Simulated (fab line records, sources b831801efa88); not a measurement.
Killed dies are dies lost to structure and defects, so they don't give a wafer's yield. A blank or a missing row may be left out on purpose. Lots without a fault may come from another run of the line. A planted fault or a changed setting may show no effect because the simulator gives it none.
Chamber matching | flow sky130 | SKY_VIA1_CMP_02 on cmp-01: 3 sister chambers
The step polishes SiO2. 14 wafers are shown with their chamber, then 6 later ones without.

WAFERS WITH THEIR CHAMBER
wafer  | chamber | motor_current_A (A) | edge_zone_pressure_frac
L348.1 | 3       | 11.6                | 0.999
L348.4 | 0       | 11.9                | 0.998
L348.5 | 0       | 11.3                | 0.999
L350.1 | 0       | 12.0                | 1.004
L350.5 | 3       | 11.2                | 1.003
L350.6 | 0       | 11.7                | 0.996
L351.2 | 2       | 13.2                | 0.994
L351.3 | 3       | 10.8                | 0.998
L351.5 | 2       | 14.0                | 0.997
L359.1 | 0       | 12.3                | 0.996
L359.2 | 3       | 10.3                | 1.001
L359.5 | 3       | 10.5                | 1.003
L361.1 | 3       | 10.8                | 0.994
L361.3 | 0       | 12.1                | 0.998

SIGNATURES (means of the wafers above)
reading                 | chamber 0 | chamber 2 | chamber 3 | scatter within a chamber
motor_current_A         | 11.883    | 13.600    | 10.867    | 0.431
edge_zone_pressure_frac | 0.99850   | 0.99550   | 0.99967   | 0.00312
Rule: a wafer's distance from a chamber is the root of the sum, over the readings, of the square of ((its reading less the chamber's mean) divided by the reading's scatter). The wafer belongs to the nearest chamber; if the next one is less than 2 further off, it can't be placed. The scatter: the root of (the sum of the squares of (reading less its chamber's mean) over the shown wafers, divided by (wafers less chambers)).

WAFERS WITHOUT THEIR CHAMBER
wafer  | motor_current_A (A) | edge_zone_pressure_frac
L361.5 | 12.7                | 1.009
L364.1 | 12.1                | 0.990
L364.5 | 13.8                | 1.000
L366.2 | 10.8                | 0.993
L366.3 | 13.4                | 1.001
L366.5 | 13.3                | 1.002

WHICH CHAMBER EACH WENT THROUGH
wafer  | from the rows above          | in truth
L361.5 | can't be placed: 0 or 2 or 3 | 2
L364.1 | can't be placed: 0 or 2 or 3 | 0
L364.5 | 2                            | 2
L366.2 | can't be placed: 3 or 0      | 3
L366.3 | can't be placed: 2 or 0      | 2
L366.5 | can't be placed: 2 or 0      | 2
Placed correctly: 1 of 6. Can't be placed from these rows: 5 (the true chamber is among the candidates in 5). Placed wrongly: 0.
